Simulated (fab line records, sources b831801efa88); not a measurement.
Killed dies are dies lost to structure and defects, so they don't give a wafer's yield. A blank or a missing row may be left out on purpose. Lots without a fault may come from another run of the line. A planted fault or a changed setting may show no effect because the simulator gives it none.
A struck lot beside a sound one | flow gf180mcu | 23 steps out of a route of 602
Sound: wafers L698.2, L698.3, L698.5. Struck: wafers L700.1, L700.3, L700.5. The cause comes at the end.
At each step with rows: each side's tool, then ch and its chambers, then its first start. Under that, the readings that differ: sound wafers | struck wafers | difference of the means | sigmas: that difference in standard deviations of wafers without a fault.
alike: readings whose means differ by less than 2 such deviations, and words and numbers that are the same on both sides. not compared: withheld readings, readings that some wafer has no value for, bounds like >300 that may hide the same value, and numbers for which the record gives no deviation and whose values overlap.
The two part at a step that has a row with sigmas, a row that says differs or no value, or rows on one side only. Numbers that don't overlap but have no deviation are shown without sigmas and don't part them. A reading that every wafer of one side lacks parts them only if that side has two wafers or more.

first, 5 steps without rows for these wafers: GF_NWELL_COAT_02 (resist thk 3000 nm); GF_NWELL_SOFTBAKE_03; GF_NWELL_EXPOSE_04 (exposes mask Nwell, target cd 860 nm); GF_NWELL_PEB_05; GF_NWELL_DEVELOP_06 (develop time 60 s).
GF_NWELL_OVL_MEAS_07:
  sound on overlay-01, day 3 19:29; struck on overlay-02, day 4 04:32
  reading        | sound        | struck         | difference | sigmas
  NWELL_OVL (nm) | -0.2 0.2 3.4 | -1.4 -3.3 -1.2 | -3.1       | -3
then, 2 steps without rows for these wafers: GF_NWELL_IMPLANT_08; GF_NWELL_IMPLANT_09.
GF_NWELL_STRIP_10: strips in O2/N2.
  sound on plasma_asher-02 ch 0,1, day 3 19:49; struck on plasma_asher-02 ch 0,1, day 4 04:52
  alike: chamber_pressure_mTorr, drypump_motor_current_A, heater_power_w, o2_flow_sccm, oes_product_au, strip_time_to_endpoint_s
  not compared: rf_hours_counter_h
GF_NWELL_TW_MEAS_11:
  sound on film_metro-03, day 3 19:56; struck on film_metro-04, day 4 04:58
  alike: NWELL_TW
then, 2 steps without rows for these wafers: GF_LVPWELL_DEHYDRATE_00 (time 60 s); GF_LVPWELL_HMDS_01 (prime time 60 s).
GF_LVPWELL_COAT_02: resist thk 3000 nm.
  sound on litho_track-02 ch 0, day 4 01:47; struck on litho_track-02 ch 0, day 4 11:01
  reading                                   | sound                | struck               | difference | sigmas
  spin_speed_rpm (rpm)                      | 1999.9 1999.3 1999.7 | 1844.0 1844.5 1844.8 | -155.2     | -99 or more
  model.coat_of_LVPWELL_COAT_02.thk_nm (nm) | 3005 3003 3018       | 3130 3136 3140       | +127       |
then, 3 steps without rows for these wafers: GF_LVPWELL_SOFTBAKE_03; GF_LVPWELL_EXPOSE_04 (exposes mask LVPWELL, target cd 600 nm); GF_LVPWELL_PEB_05.
GF_LVPWELL_DEVELOP_06: develop time 60 s.
  sound on litho_track-02 ch 0; struck on litho_track-01 ch 0
  reading                                   | sound          | struck         | difference | sigmas
  model.coat_of_LVPWELL_COAT_02.thk_nm (nm) | 3004 3002 3017 | 3128 3135 3139 | +126       |
GF_LVPWELL_OVL_MEAS_07:
  sound on overlay-01, day 4 08:10; struck on overlay-01, day 4 17:45
  reading          | sound       | struck        | difference | sigmas
  LVPWELL_OVL (nm) | 2.0 2.6 1.9 | -0.6 -2.3 0.0 | -3.1       | -2
then, 2 steps without rows for these wafers: GF_LVPWELL_IMPLANT_08; GF_LVPWELL_IMPLANT_09.
GF_LVPWELL_STRIP_10: strips in O2/N2.
  sound on plasma_asher-01 ch 0,1, day 4 08:30; struck on plasma_asher-04 ch 0,1, day 4 18:05
  reading                      | sound             | struck            | difference | sigmas
  strip_time_to_endpoint_s (s) | 37.02 37.00 37.15 | 38.44 38.53 38.57 | +1.46      | +16
  alike: chamber_pressure_mTorr, drypump_motor_current_A, heater_power_w, o2_flow_sccm, oes_product_au
  not compared: rf_hours_counter_h
GF_LVPWELL_TW_MEAS_11:
  sound on film_metro-03, day 4 08:37; struck on film_metro-03, day 4 18:11
  alike: LVPWELL_TW
then, 1 step without rows for these wafers: GF_PASSIVATION_PROBE_99.

WHERE THEY PART
First at GF_NWELL_OVL_MEAS_07; last, within this record, at GF_LVPWELL_STRIP_10. Later steps at which nothing parts them and some readings are alike: GF_LVPWELL_TW_MEAS_11.

WHY: what the simulator had put in
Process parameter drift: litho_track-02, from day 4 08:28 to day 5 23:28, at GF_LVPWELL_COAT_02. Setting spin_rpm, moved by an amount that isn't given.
